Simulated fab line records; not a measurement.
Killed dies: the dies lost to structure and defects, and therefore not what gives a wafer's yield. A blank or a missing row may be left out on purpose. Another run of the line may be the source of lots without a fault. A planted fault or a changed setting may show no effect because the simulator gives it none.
A struck lot beside a sound one | flow gf180mcu | 25 out of 602 route steps
Sound: wafers L970.2, L970.4, L970.5. Wafers L961.2, L961.3, L961.4 were the ones struck. At the end, the cause is stated.
For every step that has rows: the tool of each side, followed by ch and its chambers, followed by its first start. Under that, the readings that differ: sound wafers | struck wafers | difference of the means | sigmas: that difference in standard deviations of wafers without a fault.
alike: readings with means less than 2 such deviations apart, plus words and numbers identical on both sides. not compared: withheld readings, readings lacking a value on some wafer, bounds such as >300 that could conceal the same value, and numbers that have no deviation in the record and whose values overlap.
Wherever a step has rows on one side only, a row that says differs or no value, or a row with sigmas, the two part there. Non-overlapping numbers with no deviation appear without sigmas and do not part them. A reading missing from all wafers of one side parts the sides only when that side holds two or more wafers.

first, 3 steps without rows for these wafers: GF_V2_STRIP_19 (strips in post etch residue remover, time 1200 s); GF_V2_CLEAN_20 (cleans in DIW); GF_V2_SPUTTER_21 (material Ti, target thk 15 nm, time 80.02 s).
GF_V2_SPUTTER_22: material TiN, target thk 10 nm, time 40 s.
  struck on pvd sputter-03, day 21 19:27; sound on pvd sputter-04, day 25 02:30
  alike: cathode dc power W, chamber pressure pa, throttle valve pct
GF_V2_CVD_23: deposits W, target thk 350 nm, time 104.94 s.
  sound on cvd w-02 ch 0,1, day 25 02:32; struck on cvd w-02 ch 0,1, day 21 19:29
  alike: chamber pressure Torr, heater power w
GF_V2_RS_MEAS_24: uses a four-point probe to measure.
  struck on film metro-01, day 21 19:37; sound on film metro-03, day 25 02:41
  alike: V2_W_RS
GF_V2_THK_MEAS_25: measures by xrf.
  struck on film metro-01, day 21 19:44; sound on film metro-03, day 25 02:47
  alike: V2_W_THK
GF_V2_CMP_26: polishes, stops on SiO2, t overpolish 15 s, target thk 0 nm.
  sound on cmp-02 ch 0,1,2, day 25 02:53; struck on cmp-01 ch 0,2,3, day 21 19:47
  alike: motor current A, overpolish run s, time to endpoint s
then, 2 steps without rows for these wafers: GF_M3_SPUTTER_00 (material Ti, target thk 37.5 nm, time 150 s); GF_M3_SPUTTER_01 (material TiN, target thk 30 nm, time 25 s).
GF_M3_SPUTTER_02: material AlCu, target thk 450 nm, time 23.9 s.
  struck on pvd sputter-04, day 21 20:13; sound on pvd sputter-01, day 25 03:16
  alike: cathode dc power W, chamber pressure pa, throttle valve pct
GF_M3_SPUTTER_03: material Ti, target thk 10 nm, time 6.7 s.
  struck on pvd sputter-04, day 21 20:14; sound on pvd sputter-01, day 25 03:18
  alike: cathode dc power W, chamber pressure pa, throttle valve pct
GF_M3_SPUTTER_04: material TiN, target thk 50 nm, time 41.7 s.
  struck on pvd sputter-04, day 21 20:16; sound on pvd sputter-01, day 25 03:19
  no value came back on the struck wafers for cathode dc power W (W), chamber pressure pa (Pa), throttle valve pct (%); on the sound wafers cathode dc power W (W) reads 6500.7 6497.9 6501.4
GF_M3_THK_MEAS_06: measures by xrf.
  struck on film metro-04, day 21 20:26; sound on film metro-04, day 25 03:29
  reading          | sound       | struck      | difference | sigmas
  M3_ALCU_THK (nm) | 444 437 438 | 477 481 483 | +41        | +8
then, 7 steps without rows for these wafers: GF_M3_DEHYDRATE_07 (time 60 s); GF_M3_HMDS_08 (prime time 60 s); GF_M3_COAT_09 (resist thk 1000 nm); GF_M3_SOFTBAKE_10 (time 60 s); GF_M3_EXPOSE_11 (exposes mask Metal3, target cd 280 nm); GF_M3_PEB_12 (peb time 90 s); GF_M3_DEVELOP_13 (develop time 60 s).
GF_M3_CD_MEAS_14: target cd 280 nm.
  struck on cd sem-02, day 22 19:31; sound on cd sem-02, day 26 00:33
  reading    | sound             | struck            | difference | sigmas
  cd nm (nm) | 282.5 281.6 281.7 | 278.7 278.4 279.1 | -3.2       | -3
GF_M3_OVL_MEAS_15:
  struck on overlay-01, day 22 19:37; sound on overlay-01, day 26 00:40
  reading     | sound  | struck  | difference | sigmas
  M3_OVL (nm) | 0 8 10 | -8 -6 1 | -10        | -2
GF_M3_METAL_ETCH_16: etches the open film in Cl2/BCl3, stops on SiO2, target depth 627.5 nm, time 104.6 s.
  sound on rie metal-02 ch 0, day 26 00:41; struck on rie metal-03 ch 0,1, day 22 19:39
  reading               | sound             | struck            | difference | sigmas
  oes product au (a.u.) | 0.974 0.973 0.962 | 0.984 0.992 0.991 | +0.019     | +3
  alike: drypump motor current A, throttle valve pct
  not compared: rf hours counter h
then, 1 step without rows for these wafers: GF_M3_STRIP_17 (strips in O2/N2).

## WHERE THEY PART
First at GF_M3_SPUTTER_04; last, within this record, at GF_M3_METAL_ETCH_16.

WHY: whatever the simulator had introduced
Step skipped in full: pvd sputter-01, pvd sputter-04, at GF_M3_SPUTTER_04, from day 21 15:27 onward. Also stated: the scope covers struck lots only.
